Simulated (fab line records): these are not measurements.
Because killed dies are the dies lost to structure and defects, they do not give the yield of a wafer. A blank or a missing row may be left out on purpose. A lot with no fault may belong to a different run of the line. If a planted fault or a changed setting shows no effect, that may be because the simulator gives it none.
Struck lot and sound lot, side by side / flow sky130 / 44 out of 708 route steps
Sound: the wafers L677.3, L677.5, L677.6. Struck: wafers L669.2, L669.3, L669.6. Last of all comes the cause.
Each step with rows lists, per side, the tool, then ch with its chambers, then its first start. Under that, the readings that differ: sound wafers / struck wafers / difference of the means / sigmas: that difference in standard deviations of wafers without a fault.
alike: same words and numbers on both sides, and readings whose means sit less than 2 such deviations apart. not compared: any withheld reading, any reading some wafer has no value for, any bound like >300 that may hide the same value, and any number with overlapping values for which the record gives no deviation.
The two part at a step that has a row with sigmas, a row that says differs or no value, or rows on one side only. When numbers do not overlap yet have no deviation, they are printed without sigmas and do not part them. A reading that every wafer of one side lacks parts them only if that side has two wafers or more.

first, 1 step without rows for these wafers: SKY_SONOS_TUNNEL_DEVELOP_06 (develop time 60 s).
SKY_SONOS_TUNNEL_CD_MEAS_07: target cd 410 nm.
  sound on cd sem-01 at day 18 01:27; struck on cd sem-02 at day 15 07:37
  alike: cd nm
SKY_SONOS_TUNNEL_OVL_MEAS_08:
  sound on overlay-01 at day 18 01:32; struck on overlay-02 at day 15 07:43
  alike: SONOS_TUNNEL_OVL
then, 3 steps without rows for these wafers: SKY_SONOS_TUNNEL_IMPLANT_09; SKY_SONOS_TUNNEL_WET_ETCH_10 (etches SiO2 in dHF, target depth 14 nm, time 280 s); SKY_SONOS_TUNNEL_STRIP_11 (strips in SPM, time 600 s).
SKY_SONOS_TUNNEL_TW_MEAS_12:
  sound on film metro-04 at day 18 01:59; struck on film metro-04 at day 15 08:10
  alike: SONOS_TUNNEL_TW
then, 2 steps without rows for these wafers: SKY_SONOS_TUNNEL_CLEAN_13 (cleans in dHF, time 20 s); SKY_SONOS_ONO_OXIDATION_00 (stabilise 600 s, purge 300 s, target thk 2.6 nm).
SKY_SONOS_ONO_THK_MEAS_01:
  sound on film metro-04 at day 18 03:48; struck on film metro-04 at day 15 10:11
  alike: SONOS_ONO_OXIDATION_THK
then, 1 step without rows for these wafers: SKY_SONOS_ONO_CVD_02 (deposits Si3N4 from DCS/NH3, target thk 10.5 nm, time 180 s).
SKY_SONOS_ONO_THK_MEAS_03:
  sound on film metro-03 at day 18 04:55; struck on film metro-03 at day 15 11:18
  alike: SONOS_ONO_CVD_02_THK
SKY_SONOS_ONO_CVD_04: deposits SiO2 from SiH4/N2O, target thk 5.7199 nm.
  sound on lpcvd-03 ch 1, day 18 04:57; struck on lpcvd-03 ch 1, day 15 11:21
reading=model.SiO2_of_SONOS_ONO_CVD_04.thk nm (nm); sound=5.836 5.799 5.83; struck=6 6.117 6.163; difference=+0; sigmas=
  alike: zone power bottom pct
SKY_SONOS_ONO_THK_MEAS_05:
  sound on film metro-04 at day 18 06:13; struck on film metro-04 at day 15 12:37
reading=SONOS_ONO_CVD_04_THK (nm); sound=5.83 5.85 5.81; struck=5.98 6.12 6.14; difference=+0.25; sigmas=+2
then, 7 steps without rows for these wafers: SKY_SONOS_ONO_DEHYDRATE_06 (time 60 s); SKY_SONOS_ONO_HMDS_07 (prime time 60 s); SKY_SONOS_ONO_COAT_08 (resist thk 1140 nm); SKY_SONOS_ONO_SOFTBAKE_09 (time 60 s); SKY_SONOS_ONO_EXPOSE_10 (exposes mask ONOM, target cd 410 nm); SKY_SONOS_ONO_PEB_11; SKY_SONOS_ONO_DEVELOP_12 (develop time 60 s).
SKY_SONOS_ONO_CD_MEAS_13: target cd 410 nm.
  sound on cd sem-02 at day 19 12:00; struck on cd sem-02 at day 16 16:11
  alike: cd nm
SKY_SONOS_ONO_OVL_MEAS_14:
  sound on overlay-02 at day 19 12:05; struck on overlay-01 at day 16 16:17
reading=SONOS_ONO_OVL (nm); sound=0.6 1.0 0.8; struck=-2.8 -0.2 -4.6; difference=-3.3; sigmas=-2
SKY_SONOS_ONO_ETCH_15: etches the open film in CHF3/O2, target depth 19.52 nm, time 7.8 s.
  sound on rie diel-03 ch 0,1, day 19 12:07; struck on rie diel-02 ch 0,2,3, day 16 16:19
  alike: chamber pressure mTorr, drypump motor current A, oes product au, throttle valve pct
  not compared: rf hours counter h
then, 1 step without rows for these wafers: SKY_SONOS_ONO_WET_ETCH_16 (etches SiO2 in dHF, target depth 14 nm, time 280 s).
SKY_SONOS_ONO_STRIP_17: strips in O2/N2.
  sound on plasma asher-03 ch 0,1, day 19 12:15; struck on plasma asher-04 ch 0,1, day 16 16:25
  alike: chamber pressure mTorr, drypump motor current A, oes product au, strip time to endpoint s
  not compared: rf hours counter h
then, 3 steps without rows for these wafers: SKY_SONOS_ONO_WET_ETCH_18 (etches Si3N4 in H3PO4, target depth 15 nm, time 172 s); SKY_GATE_OXIDE_CLEAN_00 (cleans in SC1/SC2, time 150 s); SKY_GATE_OXIDE_OXIDATION_01 (stabilise 600 s, purge 300 s, target thk 10.268 nm).
SKY_GATE_OXIDE_THK_MEAS_02:
  sound on film metro-03 at day 19 13:51; struck on film metro-01 at day 16 18:08
  alike: GATE_OXIDE_OXIDATION_00_THK
then, 7 steps without rows for these wafers: SKY_GATE_OXIDE_DEHYDRATE_03 (time 60 s); SKY_GATE_OXIDE_HMDS_04 (prime time 60 s); SKY_GATE_OXIDE_COAT_05 (resist thk 1140 nm); SKY_GATE_OXIDE_SOFTBAKE_06 (time 60 s); SKY_GATE_OXIDE_EXPOSE_07 (exposes mask LVOM, target cd 600 nm); SKY_GATE_OXIDE_PEB_08; SKY_GATE_OXIDE_DEVELOP_09 (develop time 60 s).
SKY_GATE_OXIDE_OVL_MEAS_10:
  sound on overlay-01 at day 20 20:34; struck on overlay-02 at day 17 23:05
  alike: GATE_OXIDE_OVL
then, 2 steps without rows for these wafers: SKY_GATE_OXIDE_IMPLANT_11; SKY_GATE_OXIDE_WET_ETCH_12 (etches SiO2 in dHF, target depth 16.8 nm, time 336 s).
SKY_GATE_OXIDE_STRIP_13: strips in O2/N2.
  sound on plasma asher-04 ch 0,1, day 20 20:53; struck on plasma asher-01 ch 0,1, day 17 23:23
  alike: chamber pressure mTorr, drypump motor current A, oes product au, strip time to endpoint s
  not compared: rf hours counter h
SKY_GATE_OXIDE_TW_MEAS_14:
  sound on film metro-01 at day 20 20:58; struck on film metro-01 at day 17 23:29
  alike: GATE_OXIDE_TW
SKY_GATE_OXIDE_CLEAN_15: cleans in SC1/SC2, time 150 s.
  sound on wet bench-02 ch 0, day 20 21:01; struck on wet bench-02 ch 3, day 17 23:32
reading=model.SiO2_of_SONOS_ONO_CVD_04.thk nm (nm); sound=4.318 4.276 4.314; struck=4.491 4.608 4.655; difference=+0.282; sigmas=
-- the record jumps here: 31 days lie between the struck wafers' starts before and after (it left off in module GATE_OXIDE and takes up again in module PAD_OPEN, whose first step shown is number 708 of the route) --
SKY_PAD_OPEN_PROBE_99:
  sound on prober-02 at day 50 07:09; struck on prober-02 at day 48 14:52
reading=model.etest.cap ono.gate log10 a cm2; sound=-8.149 -8.184 -8.181; struck=-8.239 -8.459 -8.578; difference=-0.254; sigmas=
reading=model.etest.sonos programmed.vt v (V); sound=1.339 1.362 1.37; struck=1.293 1.202 1.137; difference=-0.146; sigmas=
reading=model.etest.sonos baked.vt v (V); sound=0.8813 0.8931 0.9027; struck=0.8224 0.7842 0.7197; difference=-0.1169; sigmas=
  alike: killed_at_M0_to_M3, killed_at_M4_up, killed at contacts, killed at front end, killed at other, killed dies, killed open, killed short
  not compared: model.etest.cap ono.tox acc nm, model.etest.sonos erased.vt v, model.etest.sonos baked.vt less v

== WHERE THEY PART ==
Earliest at SKY_SONOS_ONO_THK_MEAS_05; latest, in this record, at SKY_SONOS_ONO_OVL_MEAS_14. Later steps at which nothing parts them and some readings are alike: SKY_SONOS_ONO_ETCH_15, SKY_SONOS_ONO_STRIP_17, SKY_GATE_OXIDE_THK_MEAS_02, SKY_GATE_OXIDE_OVL_MEAS_10, SKY_GATE_OXIDE_STRIP_13, SKY_GATE_OXIDE_TW_MEAS_14, SKY_PAD_OPEN_PROBE_99.

WHY: what had been put in by the simulator
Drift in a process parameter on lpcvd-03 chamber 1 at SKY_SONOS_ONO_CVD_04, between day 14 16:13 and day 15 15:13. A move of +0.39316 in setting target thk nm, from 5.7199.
